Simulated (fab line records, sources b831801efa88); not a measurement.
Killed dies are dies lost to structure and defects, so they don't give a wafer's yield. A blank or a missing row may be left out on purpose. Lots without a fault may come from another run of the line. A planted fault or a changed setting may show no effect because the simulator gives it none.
Chamber matching | flow sfq_line | SFQ_TRILAYER_I3_CMP_CMP_082 on cmp-01: 4 sister chambers
The step polishes SiO2. 4 wafers are shown with their chamber, then 7 later ones without.

WAFERS WITH THEIR CHAMBER
wafer  | chamber | motor_current_A (A)
L645.5 | 0       | 9.7
L646.1 | 3       | 10.2
L646.2 | 1       | 11.6
L646.6 | 2       | 9.6

WAFERS WITHOUT THEIR CHAMBER
wafer  | motor_current_A (A)
L653.1 | 9.5
L653.3 | 9.6
L653.4 | 11.0
L661.1 | 9.5
L662.2 | 11.1
L662.3 | 9.9
L662.4 | 9.5

WHICH CHAMBER EACH WENT THROUGH
wafer  | from the rows above          | in truth
L653.1 | can't be placed: 2 or 0 or 3 | 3
L653.3 | can't be placed: 2 or 0 or 3 | 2
L653.4 | can't be placed: 1 or 3      | 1
L661.1 | can't be placed: 2 or 0 or 3 | 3
L662.2 | can't be placed: 1 or 3      | 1
L662.3 | can't be placed: 0 or 3 or 2 | 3
L662.4 | can't be placed: 2 or 0 or 3 | 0
Placed correctly: 0 of 7. Can't be placed from these rows: 7 (the true chamber is among the candidates in 7). Placed wrongly: 0.
How it was worked out, from the rows above alone: a wafer's distance from a chamber is the root of the sum, over the readings, of the square of ((its reading less the chamber's mean) divided by the reading's scatter). The wafer belongs to the nearest chamber; if the next one is less than 2 further off, it can't be placed. A chamber's mean is the mean of its shown wafers. The scatter: with one shown wafer a chamber, the root of the mean of the squares of how far each hidden wafer lies from its nearest shown one.
